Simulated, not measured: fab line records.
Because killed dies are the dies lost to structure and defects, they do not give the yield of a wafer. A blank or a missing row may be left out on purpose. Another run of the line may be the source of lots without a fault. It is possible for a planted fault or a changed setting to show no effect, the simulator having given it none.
Comparing a struck lot with a sound one	flow sky130	15 steps out of a route of 708
Sound: wafers L395.1, L395.2, L395.6. Struck: wafers L407.1, L407.3. (L407.2 of the same lot was not struck and is left out.) The cause comes at the end.
Order at every step that has rows: each side's tool, ch and its chambers, its first start. Under that, the readings that differ: sound wafers	struck wafers	difference of the means	sigmas: that difference in standard deviations of wafers without a fault.
alike: words and numbers the same on both sides, and readings whose means are apart by under 2 such deviations; not compared: readings that were withheld, readings missing a value for some wafer, numbers with overlapping values and no deviation given by the record, and bounds like >300 which may hide the same value.
The two part at a step that has a row with sigmas, a row that says differs or no value, or rows on one side only. Non-overlapping numbers with no deviation appear without sigmas and do not part them. Lack of a reading on every wafer of one side parts them only where that side has two or more wafers.

SKY_METAL2_THK_MEAS_06: measures by xrf.
  sound: film metro-04 at day 36 22:41; struck: film metro-02 at day 40 12:08
  alike: METAL2_ALCU_THK
then, 8 steps without rows for these wafers: SKY_METAL2_DEHYDRATE_07 (time 60 s); SKY_METAL2_HMDS_08 (prime time 60 s); SKY_METAL2_COAT_09 (resist thk 60 nm); SKY_METAL2_COAT_10 (resist thk 450 nm); SKY_METAL2_SOFTBAKE_11 (time 90 s); SKY_METAL2_EXPOSE_12 (exposes mask MM2, target cd 140 nm); SKY_METAL2_PEB_13; SKY_METAL2_DEVELOP_14 (develop time 60 s).
SKY_METAL2_CD_MEAS_15 targets a cd of 140 nm.
  sound: cd sem-02 at day 38 00:28; struck: cd sem-02 at day 41 12:39
  alike: cd nm
SKY_METAL2_OVL_MEAS_16:
  sound: overlay-02 at day 38 00:35; struck: overlay-02 at day 41 12:46
  alike: METAL2_OVL
SKY_METAL2_DESCUM_17: chemistry O2, time 8 s.
  sound on rie metal-02 ch 0,1, day 38 00:37; struck on rie metal-02 ch 0, day 41 12:48
  alike: chamber pressure mTorr, drypump motor current A, oes product au
  not compared: rf hours counter h
SKY_METAL2_ETCH_18: etches BARC in N2/H2, stops on SiO2, time 45.9 s, target depth 60 nm.
  sound on rie metal-02 ch 0,1, day 38 00:39; struck on rie metal-02 ch 0, day 41 12:50
reading	sound	struck	difference	sigmas
chamber pressure mTorr (mTorr)	30.053 30.034 29.993	29.962 29.978	-0.057	-2
model.KrF-thick_of_METAL2_COAT_10.thk nm (nm)	393.9 393.9 392.9	385.7 386.3	-7.6	
  alike: drypump motor current A, n2 flow sccm, oes product au, throttle valve pct
  not compared: rf hours counter h
SKY_METAL2_METAL_ETCH_19: etches the open film in Cl2/BCl3, stops on SiO2, target depth 360 nm, time 78 s.
  sound on rie metal-02 ch 0,1, day 38 00:43; struck on rie metal-02 ch 0, day 41 12:54
reading	sound	struck	difference	sigmas
model.KrF-thick_of_METAL2_COAT_10.thk nm (nm)	163.8 162.4 163.1	155.8 155.5	-7.4	
  alike: chamber pressure mTorr, drypump motor current A, oes product au, throttle valve pct
  not compared: rf hours counter h
SKY_METAL2_STRIP_20: strips in O2/N2.
  sound on plasma asher-02 ch 0,1, day 38 00:48; struck on plasma asher-04 ch 0,1, day 41 12:59
  alike: chamber pressure mTorr, drypump motor current A, n2 flow sccm, oes product au, strip time to endpoint s
  not compared: rf hours counter h

== WHERE THEY PART ==
At SKY_METAL2_ETCH_18 and nowhere else, as far as this record goes. Later steps at which nothing parts them and some readings are alike: SKY_METAL2_METAL_ETCH_19, SKY_METAL2_STRIP_20.

WHY: what the simulator had put in
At SKY_METAL2_ETCH_18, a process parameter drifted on rie metal-02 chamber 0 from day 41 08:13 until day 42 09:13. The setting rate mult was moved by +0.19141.
